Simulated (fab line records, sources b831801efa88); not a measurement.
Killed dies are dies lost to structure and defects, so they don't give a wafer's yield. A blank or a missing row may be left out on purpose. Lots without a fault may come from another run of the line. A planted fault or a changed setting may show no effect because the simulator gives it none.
Which tool did it? | flow sky130 | 9 lots, 27 wafers sampled, at 5 steps of a route of 708

WHAT THE GAUGES READ, wafer by wafer
SKY_LI_CONTACT_RS_MEAS_22: measures by four-point-probe. Usual: LI_CONTACT_W_RS 0.2862 ohm/sq, standard deviation 0.003.
lot  | measured     | on            | LI_CONTACT_W_RS (ohm/sq)                  | flag
L325 | day 30 01:16 | film_metro-02 | 0.2856 0.2825 0.2854                      |
L327 | day 30 05:32 | film_metro-02 | 0.2510 0.2479 0.2500 0.2512 0.2480 0.2500 | OFF
L329 | day 31 12:43 | film_metro-03 | 0.2469 0.2460 0.2480 0.2464 0.2462 0.2482 | OFF
L330 | day 31 14:17 | film_metro-01 | 0.2510 0.2539 0.2521 0.2514 0.2541 0.2524 | OFF
L338 | day 34 15:47 | film_metro-02 | 0.2921 0.2835 0.2875                      |
L339 | day 34 19:07 | film_metro-03 | 0.2870 0.2888 0.2869                      |
L340 | day 34 19:43 | film_metro-03 | 0.2816 0.2795 0.2840                      |
L343 | day 36 05:02 | film_metro-02 | 0.2865 0.2932 0.2900                      |
L345 | day 36 15:06 | film_metro-02 | 0.2875 0.2880 0.2918                      |

SKY_LI_CONTACT_THK_MEAS_23: measures by xrf. Usual: LI_CONTACT_W_THK 410 nm, standard deviation 7.1.
lot  | measured     | on            | LI_CONTACT_W_THK (nm)   | flag
L325 | day 30 01:23 | film_metro-02 | 415 418 414             |
L327 | day 30 08:09 | film_metro-02 | 472 480 477 474 479 475 | OFF
L329 | day 31 14:51 | film_metro-03 | 479 484 478 481 482 476 | OFF
L330 | day 31 18:38 | film_metro-01 | 485 480 481 486 477 479 | OFF
L338 | day 34 15:55 | film_metro-02 | 396 406 403             |
L339 | day 34 19:14 | film_metro-03 | 407 405 408             |
L340 | day 34 19:50 | film_metro-03 | 411 414 409             |
L343 | day 36 05:09 | film_metro-02 | 407 396 400             |
L345 | day 36 15:13 | film_metro-02 | 403 402 398             |

SKY_CONTACT_THK_MEAS_03. Usual: CONTACT_HDPCVD_THK 561 nm, standard deviation 6.5.
lot  | measured     | on            | CONTACT_HDPCVD_THK (nm) | flag
L325 | day 31 06:41 | film_metro-04 | 563 567 561             |
L327 | day 31 10:40 | film_metro-04 | 555 555 553             |
L329 | day 32 17:53 | film_metro-02 | 566 562 557             |
L330 | day 32 19:24 | film_metro-04 | 562 559 559             |
L338 | day 35 20:01 | film_metro-03 | 571 571 570             |
L339 | day 35 23:20 | film_metro-03 | 559 559 561             |
L340 | day 35 23:38 | film_metro-04 | 553 559 561             |
L343 | day 37 08:32 | film_metro-03 | 566 560 562             |
L345 | day 37 17:34 | film_metro-04 | 565 559 562             |

WHICH TOOL RAN EACH LOT (tool, then ch and the chambers of the sampled wafers, then the start)
lot  | SKY_LI_CONTACT_CVD_21         | SKY_LI_CONTACT_CMP_24
L325 | cvd_w-01 ch 0,1, day 30 01:08 | cmp-01 ch 0,1,2, day 30 01:29
L327 | cvd_w-01 ch 0,1, day 30 05:22 | cmp-02 ch 0,1,2, day 30 11:44
L329 | cvd_w-01 ch 0,1, day 31 12:35 | cmp-02 ch 0,1,2, day 31 17:06
L330 | cvd_w-01 ch 0,1, day 31 14:10 | cmp-02 ch 0,1, day 31 22:51
L338 | cvd_w-01 ch 0,1, day 34 15:40 | cmp-01 ch 0,3, day 34 16:01
L339 | cvd_w-01 ch 0,1, day 34 19:00 | cmp-01 ch 0,2,3, day 34 19:18
L340 | cvd_w-01 ch 0,1, day 34 19:35 | cmp-01 ch 0,2,3, day 34 19:54
L343 | cvd_w-01 ch 0,1, day 36 04:55 | cmp-01 ch 0,1,2, day 36 05:13
L345 | cvd_w-01 ch 1, day 36 14:58   | cmp-01 ch 0,2,3, day 36 15:20
- SKY_LI_CONTACT_CVD_21: deposits W, target thk 400 nm, time 120.56 s.
- SKY_LI_CONTACT_CMP_24: polishes, stops on PSG, t overpolish 20 s, target thk 0 nm.

WHAT THE TOOLS THEMSELVES READ (means of the sampled wafers that have a number; where no wafer has one, the mark that the record gives instead)
SKY_LI_CONTACT_CVD_21. Usual: chamber_pressure_Torr 39.99 Torr, standard deviation 0.084; heater_power_w 862 W, standard deviation 91.
lot  | tool     | chamber_pressure_Torr (Torr) | heater_power_w (W) | flag
L325 | cvd_w-01 | 39.92                        | 820                |
L327 | cvd_w-01 | 40.01                        | 816                |
L329 | cvd_w-01 | 39.96                        | 791                |
L330 | cvd_w-01 | 39.90                        | 817                |
L338 | cvd_w-01 | 39.93                        | 796                |
L339 | cvd_w-01 | 39.96                        | 787                |
L340 | cvd_w-01 | 39.97                        | 799                |
L343 | cvd_w-01 | 40.01                        | 824                |
L345 | cvd_w-01 | 40.00                        | 846                |

SKY_LI_CONTACT_CMP_24. Usual: edge_zone_pressure_frac 1.001, standard deviation 0.0048; motor_current_A 10.4 A, standard deviation 0.89; platen_rpm 60.01 rpm, standard deviation 0.044; time_to_endpoint_s 96 s, standard deviation 3.1.
lot  | tool   | edge_zone_pressure_frac | motor_current_A (A) | platen_rpm (rpm) | time_to_endpoint_s (s) | flag
L325 | cmp-01 | 0.998                   | 10.7                | 60.03            | 96                     |
L327 | cmp-02 | 0.999                   | 11.0                | 60.03            | 108                    | OFF
L329 | cmp-02 | 1.001                   | 10.6                | 60.04            | 110                    | OFF
L330 | cmp-02 | 1.003                   | 10.0                | 59.99            | 113                    | OFF
L338 | cmp-01 | 0.999                   | 10.3                | 60.03            | 93                     |
L339 | cmp-01 | 1.004                   | 10.2                | 60.08            | 95                     |
L340 | cmp-01 | 1.004                   | 10.3                | 59.98            | 96                     |
L343 | cmp-01 | 0.998                   | 10.8                | 60.01            | 94                     |
L345 | cmp-01 | 1.000                   | 10.4                | 60.06            | 96                     |

THE ANSWER, worked out from the rows above alone
Rule: a lot is off if the mean of its wafers that have a number lies more than 3 standard deviations from the usual mean. A lot without any number at a reading at which 4 lots or more have one is off too. The other lots that the step has rows for count as sound. The gauges are gone through in route order, then the tools' own readings, and for those a lot's mean is taken as printed above. The first step at which some lot is off is used, and at that step the reading that is off furthest; a lot without a number counts as furthest.
Off: L327, L329, L330, at SKY_LI_CONTACT_RS_MEAS_22 (LI_CONTACT_W_RS).
A tool fits if, at a process step before that reading, it ran every lot that is off, and no sound lot after the first of them. The gauges at SKY_LI_CONTACT_RS_MEAS_22 aren't tried: what is off there is off at SKY_LI_CONTACT_CMP_24 too, on other tools, and a gauge's error can't cause that. None of those tried fits.

WHAT THE SIMULATOR HAD PUT IN
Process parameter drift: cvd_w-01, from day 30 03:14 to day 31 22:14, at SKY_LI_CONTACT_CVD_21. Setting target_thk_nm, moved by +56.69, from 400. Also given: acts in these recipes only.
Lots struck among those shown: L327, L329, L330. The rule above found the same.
